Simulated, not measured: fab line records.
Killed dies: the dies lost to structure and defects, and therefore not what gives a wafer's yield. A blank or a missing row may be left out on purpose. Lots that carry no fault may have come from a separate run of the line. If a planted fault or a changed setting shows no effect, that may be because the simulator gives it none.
The tool behind it: which one? -- flow gf180mcu -- 14 lots, 40 wafers sampled, at 5 steps of a route of 602

## WHAT EACH GAUGE READ, for each wafer
GF_M5_CD_MEAS_07 targets a cd of 280 nm.
lot,measured,on,cd-nm (nm)
L953,day 26 02:34,cd-sem-01,278.4 279.0 278.8
L956,day 26 20:40,cd-sem-01,279.3 279.2 279.1
L957,day 27 05:35,cd-sem-02,281.2 281.2 279.5
L960,day 28 06:17,cd-sem-01,281.5 280.6 280.5
L961,day 28 15:33,cd-sem-01,279.9 280.5 279.9
L964,day 29 09:21,cd-sem-01,278.3 278.7 279.0
L965,day 29 15:52,cd-sem-01,279.1 279.0 279.7
L966,day 30 05:11,cd-sem-01,279.3 279.3 279.5
L967,day 30 08:06,cd-sem-02,279.7 280.2 280.2
L968,day 30 21:28,cd-sem-01,281.4 280.1 280.7
L969,day 30 23:04,cd-sem-01,280.2 280.8 280.1
L970,day 31 05:30,cd-sem-01,279.4 281.9 281.1
L971,day 31 15:53,cd-sem-01,195.7 281.8 195.9 281.7
L974,day 32 02:22,cd-sem-01,279.8 196.7 280.2 196.8

## WHAT TOOL EACH LOT RAN ON (gives the tool, then ch and the chambers of the sampled wafers, and finally the start)
lot,GF_V3_ETCH_16,GF_M4_STRIP_17,GF_MIM_SPUTTER_01,GF_M5_EXPOSE_04
L953,"rie-diel-03 ch 0,1,3, day 22 06:04","plasma-asher-02 ch 0,1, day 23 06:56","pvd-sputter-03, day 24 08:20","krf-scanner-01 ch 0, day 25 17:17"
L956,"rie-diel-03 ch 0,1, day 23 02:58","plasma-asher-02 ch 0,1, day 24 02:37","pvd-sputter-02, day 25 02:59","krf-scanner-01 ch 0, day 26 11:01"
L957,"rie-diel-01 ch 2,3, day 23 12:52","plasma-asher-02 ch 0,1, day 24 12:50","pvd-sputter-04, day 25 12:50","krf-scanner-01 ch 0, day 26 19:59"
L960,"rie-diel-03 ch 1,2,3, day 24 15:22","plasma-asher-01 ch 0,1, day 25 14:25","pvd-sputter-04, day 26 13:35","krf-scanner-01 ch 0, day 27 20:24"
L961,"rie-diel-03 ch 0,1,3, day 25 00:26","plasma-asher-01 ch 0,1, day 25 23:21","pvd-sputter-02, day 26 22:37","krf-scanner-02 ch 0, day 28 05:28"
L964,"rie-diel-02 ch 1,2,3, day 25 20:19","plasma-asher-03 ch 0,1, day 26 18:27","pvd-sputter-04, day 27 17:26","krf-scanner-02 ch 0, day 28 23:52"
L965,"rie-diel-03 ch 1,2,3, day 26 02:31","plasma-asher-01 ch 0,1, day 27 01:06","pvd-sputter-04, day 27 23:37","krf-scanner-01 ch 0, day 29 06:53"
L966,"rie-diel-01 ch 0,1, day 26 18:55","plasma-asher-02 ch 0,1, day 27 16:29","pvd-sputter-02, day 28 15:52","krf-scanner-01 ch 0, day 29 20:18"
L967,"rie-diel-02 ch 1,2,3, day 26 20:42","plasma-asher-02 ch 0,1, day 27 18:07","pvd-sputter-03, day 28 18:08","krf-scanner-02 ch 0, day 29 23:17"
L968,"rie-diel-03 ch 0,3, day 27 13:31","plasma-asher-03 ch 0,1, day 28 11:29","pvd-sputter-02, day 29 09:55","krf-scanner-01 ch 0, day 30 12:58"
L969,"rie-diel-01 ch 1,2,3, day 27 14:26","plasma-asher-03 ch 0,1, day 28 12:08","pvd-sputter-04, day 29 10:14","krf-scanner-01 ch 0, day 30 14:15"
L970,"rie-diel-01 ch 0,2,3, day 27 21:47","plasma-asher-02 ch 0,1, day 28 19:29","pvd-sputter-02, day 29 17:26","krf-scanner-01 ch 0, day 30 21:07"
L971,"rie-diel-01 ch 0,2, day 28 09:11","plasma-asher-02 ch 0, day 29 06:41","pvd-sputter-04, day 30 04:23","krf-scanner-01 ch 0, day 31 07:14"
L974,"rie-diel-01 ch 2,3, day 28 22:34","plasma-asher-03 ch 0,1, day 29 19:16","pvd-sputter-04, day 30 15:59","krf-scanner-01 ch 0, day 31 18:35"
- GF_V3_ETCH_16: etches BARC in N2/H2.
- GF_M4_STRIP_17: strips in O2/N2.
- GF_MIM_SPUTTER_01: material TiN, target thk 30 nm, time 25 s.
- GF_M5_EXPOSE_04: exposes mask Metal5, target cd 280 nm.

## WHAT THE TOOLS THEMSELVES READ (means of the sampled wafers that have a number; where no wafer has one, the mark that the record gives instead)
GF_V3_ETCH_16.
lot,tool,drypump-motor-current-A (A),h2-flow-sccm (sccm),oes-product-au (a.u.),throttle-valve-pct (%)
L953,rie-diel-03,5.27,200.4,0.856,13.220
L956,rie-diel-03,5.17,200.0,0.850,13.223
L957,rie-diel-01,5.64,200.4,0.855,13.219
L960,rie-diel-03,5.48,199.8,0.854,13.222
L961,rie-diel-03,5.27,199.4,0.854,13.228
L964,rie-diel-02,5.50,199.9,0.851,13.225
L965,rie-diel-03,5.50,200.0,0.856,13.228
L966,rie-diel-01,5.65,200.1,0.853,13.237
L967,rie-diel-02,5.49,200.3,0.848,13.223
L968,rie-diel-03,5.35,199.5,0.857,13.227
L969,rie-diel-01,5.72,199.7,0.853,13.217
L970,rie-diel-01,5.68,200.1,0.856,13.230
L971,rie-diel-01,5.78,200.7,0.859,13.229
L974,rie-diel-01,5.72,199.9,0.852,13.232

GF_M4_STRIP_17.
lot,tool,drypump-motor-current-A (A),heater-power-w (W),o2-flow-sccm (sccm),oes-product-au (a.u.),strip-time-to-endpoint-s (s)
L953,plasma-asher-02,5.5,296,3009,0.556,7.86
L956,plasma-asher-02,5.8,309,2994,0.555,7.81
L957,plasma-asher-02,5.5,301,2997,0.555,7.90
L960,plasma-asher-01,5.8,345,3001,0.556,7.86
L961,plasma-asher-01,5.8,344,2997,0.552,7.82
L964,plasma-asher-03,5.8,326,3002,0.560,7.79
L965,plasma-asher-01,5.8,347,2997,0.552,7.82
L966,plasma-asher-02,5.5,294,3000,0.556,7.83
L967,plasma-asher-02,5.5,301,3015,0.558,7.87
L968,plasma-asher-03,5.8,328,3004,0.561,7.86
L969,plasma-asher-03,5.8,351,3004,0.561,7.87
L970,plasma-asher-02,5.5,304,2998,0.558,7.85
L971,plasma-asher-02,6.1,318,3002,0.558,7.92
L974,plasma-asher-03,5.8,344,3003,0.554,7.81

GF_MIM_SPUTTER_01.
lot,tool,throttle-valve-pct (%)
L953,pvd-sputter-03,30.8
L956,pvd-sputter-02,29.8
L957,pvd-sputter-04,30.5
L960,pvd-sputter-04,30.7
L961,pvd-sputter-02,29.4
L964,pvd-sputter-04,30.5
L965,pvd-sputter-04,30.7
L966,pvd-sputter-02,29.4
L967,pvd-sputter-03,30.0
L968,pvd-sputter-02,31.1
L969,pvd-sputter-04,31.0
L970,pvd-sputter-02,29.9
L971,pvd-sputter-04,30.5
L974,pvd-sputter-04,30.6

## THE ANSWER, worked out from the rows above alone
Rule: what is usual is taken from the lots themselves. The widest of any qualifying gaps counts: lots, ordered by their means at a reading, are off when they make up no more than a third of the lots, leave a main group of 4 or more, and stand apart from it by 3 or more times the standard deviation of that group's means. A main group is skipped when, at the precision printed for the reading in the tables above, its means are all equal. A lot without any number at a reading at which 4 lots or more have one is off too. The other lots that the step has rows for count as sound. The gauges are gone through in route order, then the tools' own readings, and for those a lot's mean is taken as printed above. The first step at which some lot is off is used, and at that step the reading that is off furthest; a lot without a number counts as furthest.
Off: L971, L974, at GF_M5_CD_MEAS_07 (cd-nm). The main group has a mean of 279.9 nm with a standard deviation of 0.78.
If a tool, at a process step before that reading, ran all the lots that are off and no sound lot after the first of them, it fits. The gauges at GF_M5_CD_MEAS_07 are tried like those tools. Can't be told from this: 4 tools fit, rie-diel-01 at GF_V3_ETCH_16, pvd-sputter-04 at GF_MIM_SPUTTER_01, krf-scanner-01 at GF_M5_EXPOSE_04, cd-sem-01 at GF_M5_CD_MEAS_07.

## WHAT THE SIMULATOR HAD INSERTED
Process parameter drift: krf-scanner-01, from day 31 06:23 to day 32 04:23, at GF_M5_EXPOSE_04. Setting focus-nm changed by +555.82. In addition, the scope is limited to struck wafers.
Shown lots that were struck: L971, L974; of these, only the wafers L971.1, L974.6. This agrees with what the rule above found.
